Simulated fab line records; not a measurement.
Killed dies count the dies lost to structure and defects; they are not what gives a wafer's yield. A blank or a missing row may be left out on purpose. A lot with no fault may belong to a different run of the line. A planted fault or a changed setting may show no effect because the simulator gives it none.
Which tool did it? / flow sky130 / 6 lots, 18 wafers sampled, at 3 steps of a route of 708

## WHAT THE GAUGES SHOWED, per wafer
SKY_POLY_GATE_CD_MEAS_22.
lot=L265; measured=day 18 06:02; on=cdSem-02; cdNm (nm)=149.8 146.5 145.9
lot=L266; measured=day 18 15:29; on=cdSem-01; cdNm (nm)=148.2 151.6 151.9
lot=L276; measured=day 22 16:19; on=cdSem-02; cdNm (nm)=147.1 149.1 148.1
lot=L278; measured=day 23 10:15; on=cdSem-02; cdNm (nm)=153.9 146.6 153.4
lot=L280; measured=day 24 09:10; on=cdSem-02; cdNm (nm)=145.0 146.8 149.0
lot=L281; measured=day 24 15:42; on=cdSem-02; cdNm (nm)=150.7 150.2 150.7

## WHICH TOOL RAN EACH LOT (tool, then ch and the chambers of the sampled wafers, then the start)
lot=L265; SKY_SONOS_ONO_ETCH_15=rieDiel-04 ch 1,2,3, day 14 05:20; SKY_POLY_GATE_SOFTBAKE_09=lithoTrack-03 ch 0, day 17 13:00
lot=L266; SKY_SONOS_ONO_ETCH_15=rieDiel-04 ch 1,2,3, day 14 13:17; SKY_POLY_GATE_SOFTBAKE_09=lithoTrack-02 ch 0, day 17 21:00
lot=L276; SKY_SONOS_ONO_ETCH_15=rieDiel-01 ch 0,1,3, day 18 04:34; SKY_POLY_GATE_SOFTBAKE_09=lithoTrack-02 ch 0, day 21 21:00
lot=L278; SKY_SONOS_ONO_ETCH_15=rieDiel-04 ch 2,3, day 19 02:22; SKY_POLY_GATE_SOFTBAKE_09=lithoTrack-03 ch 0, day 22 17:00
lot=L280; SKY_SONOS_ONO_ETCH_15=rieDiel-01 ch 0,1,3, day 19 21:38; SKY_POLY_GATE_SOFTBAKE_09=lithoTrack-02 ch 0, day 23 15:00
lot=L281; SKY_SONOS_ONO_ETCH_15=rieDiel-04 ch 0,1,2, day 20 08:59; SKY_POLY_GATE_SOFTBAKE_09=lithoTrack-02 ch 0, day 23 22:00
- SKY_SONOS_ONO_ETCH_15: etches the open film in CHF3/O2, target depth 19.52 nm, time 7.8 s.
- SKY_POLY_GATE_SOFTBAKE_09: time 90 s.

## THE ANSWER, worked out from the rows above alone
Rule: what is usual is taken from the lots themselves. Put in order of their means at a reading, lots are off if they are a third of the lots or fewer, leave a main group of 4 or more, and stand apart from it by a gap of 3 or more times the standard deviation of the main group's means; of several such gaps the widest counts. A main group is skipped when, at the precision printed for the reading in the tables above, its means are all equal. A lot without any number at a reading at which 4 lots or more have one is off too. The other lots that the step has rows for count as sound.
No lot is off at any reading shown: from this, nothing can be told.

## WHAT THE SIMULATOR HAD INSERTED
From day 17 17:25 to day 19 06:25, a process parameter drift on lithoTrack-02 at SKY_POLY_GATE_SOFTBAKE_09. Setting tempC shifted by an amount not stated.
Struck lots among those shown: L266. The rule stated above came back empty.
